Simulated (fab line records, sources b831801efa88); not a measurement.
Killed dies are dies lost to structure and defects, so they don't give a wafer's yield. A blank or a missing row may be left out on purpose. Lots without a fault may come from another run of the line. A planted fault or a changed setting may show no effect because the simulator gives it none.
Problem report in the 8D (eight disciplines) form, filled by code | flow gf180mcu | the parts of the form that need people (team, actions taken, sign-off) are left out

1. THE PROBLEM
cd_nm at GF_M1_CD_MEAS_14 reads a mean of 207.0 nm on 6 wafers of 2 lots; wafers without a fault read 230.0 nm with a standard deviation of 1.2. That is -19 standard deviations from the usual mean.
The step: target cd 230 nm.
First seen on wafer L687.2, day 21 08:43, on cd_sem-01. The record holds 36 wafers of 12 lots with a number at this step. Rule for "out", or "out of limits": more than 4 standard deviations from the usual mean. The other wafers with a number count as sound.

2. WHAT IT IS AND WHAT IT IS NOT
question                    | is                     | is not
which readings at this step | cd_nm                  | -
which lots                  | L687, L688             | L678, L683, L690, L693, L694, L696, L697, L698, L699, L700
which wafers of those lots  | all that have a number | -
read on which gauges        | cd_sem-01, cd_sem-02   | -
when                        | from day 21 08:43      | up to then (6 sound wafers); but 24 sound wafers of L690, L693, L694, L696, L697, L698, L699, L700 came after

3. SUSPECTS, AND WHAT RULES EACH OUT
Counting: a tool at a process step up to the reading stays a suspect if it ran every lot that is out and no sound lot after the first of them.
- the gauge at GF_M1_CD_MEAS_14: ruled out. The wafers that are out were read on 2 gauges (cd_sem-01, cd_sem-02).
- litho_track-01 at GF_M1_PEB_12 (peb time 90 s): ruled out as a lasting fault. Sound lots L697, L699 ran on it after its first lot that is out, L687 (day 21 08:22).
Left after counting: nothing in the record.

4. THE CAUSE (what the simulator had put in)
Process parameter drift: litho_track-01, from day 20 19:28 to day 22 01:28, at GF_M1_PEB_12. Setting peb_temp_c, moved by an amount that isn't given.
Counting ruled it out, wrongly: the rule takes a fault to strike every lot that its tool runs from its start on, and this one did not.

5. THE CHAIN OF EFFECTS, in route order
Each row: a reading whose mean over the struck wafers that have a number lies more than 3 standard deviations from the usual. Only readings for which the record gives a usual standard deviation are gone through. hours: the time from each lot's start at the first step in this table that gives one to its start at this step, as a median over the lots. sigmas: the change in usual standard deviations.
hours | step             | reading              | usual    | on struck wafers | change | sigmas
0     | GF_M1_PEB_12     | heater_power_total_W | 85.69 W  | 101.10           | +15.41 | +99 or more
0     | GF_M1_PEB_12     | plate_temp_C         | 135.02 C | 153.55           | +18.53 | +99 or more
0     | GF_M1_CD_MEAS_14 | cd_nm                | 230.0 nm | 207.0            | -23.0  | -19
The process steps in it:
- GF_M1_PEB_12: peb time 90 s.

6. WHAT WOULD HAVE CAUGHT IT SOONER
In this record the first reading out of limits at a measuring or inspecting step was taken at day 21 08:43, 13 hours after the fault began at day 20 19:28.
The tool's own readings at GF_M1_PEB_12 were out on every struck wafer that the step has a row for (heater_power_total_W, plate_temp_C): an alarm limit on them would have fired on the first of those.
